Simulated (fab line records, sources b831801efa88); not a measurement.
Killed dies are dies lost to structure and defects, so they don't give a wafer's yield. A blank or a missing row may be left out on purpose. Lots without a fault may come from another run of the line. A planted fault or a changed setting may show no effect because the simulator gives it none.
A struck lot beside a sound one | flow sky130 | 37 steps out of a route of 708
Sound: wafers L490.1, L490.5, L490.6. Struck: wafers L500.1, L500.3, L500.4. The cause comes at the end.
At each step with rows: each side's tool, then ch and its chambers, then its first start. Under that, the readings that differ: sound wafers | struck wafers | difference of the means | sigmas: that difference in standard deviations of wafers without a fault.
alike: readings whose means differ by less than 2 such deviations, and words and numbers that are the same on both sides. not compared: withheld readings, readings that some wafer has no value for, bounds like >300 that may hide the same value, and numbers for which the record gives no deviation and whose values overlap.
The two part at a step that has a row with sigmas, a row that says differs or no value, or rows on one side only. Numbers that don't overlap but have no deviation are shown without sigmas and don't part them. A reading that every wafer of one side lacks parts them only if that side has two wafers or more.

first, 10 steps without rows for these wafers: SKY_DNWELL_DEVELOP_06 (develop time 60 s); SKY_DNWELL_IMPLANT_07; SKY_DNWELL_STRIP_08 (strips in O2/N2); SKY_PWDE_DEHYDRATE_00 (time 60 s); SKY_PWDE_HMDS_01 (prime time 60 s); SKY_PWDE_COAT_02 (resist thk 3000 nm); SKY_PWDE_SOFTBAKE_03; SKY_PWDE_EXPOSE_04 (exposes mask PWDEM, target cd 840 nm); SKY_PWDE_PEB_05; SKY_PWDE_DEVELOP_06 (develop time 60 s).
SKY_PWDE_IMPLANT_08:
  sound on implanter-02 ch 0, day 3 22:02; struck on implanter-02 ch 0, day 6 19:19
  reading                   | sound             | struck            | difference | sigmas
  implant_ion_amu           | 11 11 11          | 49 49 49          | +38        |
  model.implant.rp_nm (nm)  | 433.1 433.1 433.1 | 109.9 109.9 109.9 | -323.2     |
  model.implant.drp_nm (nm) | 97.97 97.97 97.97 | 46.43 46.43 46.43 | -51.54     |
then, 1 step without rows for these wafers: SKY_PWDE_STRIP_09 (strips in O2/N2).
SKY_PWDE_TW_MEAS_10:
  sound on film_metro-02, day 3 22:17; struck on film_metro-01, day 6 19:34
  reading | sound             | struck            | difference | sigmas
  PWDE_TW | 370.0 370.5 371.5 | 710.9 715.9 716.0 | +343.6     | +99 or more
then, 22 steps without rows for these wafers: SKY_NWELL_DEHYDRATE_03 (time 60 s); SKY_NWELL_HMDS_04 (prime time 60 s); SKY_NWELL_COAT_05 (resist thk 3000 nm); SKY_NWELL_SOFTBAKE_06; SKY_NWELL_EXPOSE_07 (exposes mask NWM, target cd 840 nm); SKY_NWELL_PEB_08; SKY_NWELL_DEVELOP_09 (develop time 60 s); SKY_NWELL_IMPLANT_11; SKY_NWELL_IMPLANT_12; SKY_NWELL_IMPLANT_13; SKY_NWELL_STRIP_14 (strips in O2/N2); SKY_NWELL_DEHYDRATE_16 (time 60 s); SKY_NWELL_HMDS_17 (prime time 60 s); SKY_NWELL_COAT_18 (resist thk 3000 nm); SKY_NWELL_SOFTBAKE_19; SKY_NWELL_EXPOSE_20 (exposes mask NWM COMPLEMENT, target cd 840 nm); SKY_NWELL_PEB_21; SKY_NWELL_DEVELOP_22 (develop time 60 s); SKY_NWELL_IMPLANT_24; SKY_NWELL_STRIP_25 (strips in O2/N2); SKY_NWELL_CLEAN_27 (cleans in SC1/SC2, time 150 s); SKY_NWELL_RTA_28 (time 30 s).
SKY_NWELL_RS_MEAS_31: measures by four-point-probe.
  sound on film_metro-02, day 5 07:45; struck on film_metro-02, day 8 12:12
  reading          | sound          | struck         | difference | sigmas
  PWDE_RS (ohm/sq) | 5259 5250 5260 | 6087 6102 6106 | +842       | +44
-- the record jumps here: 40 days lie between the struck wafers' starts before and after (it left off in module NWELL and takes up again in module PAD_OPEN, whose first step shown is number 708 of the route) --
SKY_PAD_OPEN_PROBE_99:
  sound on prober-01, day 45 09:39; struck on prober-02, day 48 09:14
  reading            | sound    | struck   | difference | sigmas
  killed_at_M0_to_M3 | 40 31 29 | 46 54 43 | +14        | +2
  alike: killed_at_M4_up, killed_at_contacts, killed_at_front_end, killed_at_other, killed_dies, killed_open, killed_short

WHERE THEY PART
First at SKY_PWDE_TW_MEAS_10; last, within this record, at SKY_PAD_OPEN_PROBE_99.

WHY: what the simulator had put in
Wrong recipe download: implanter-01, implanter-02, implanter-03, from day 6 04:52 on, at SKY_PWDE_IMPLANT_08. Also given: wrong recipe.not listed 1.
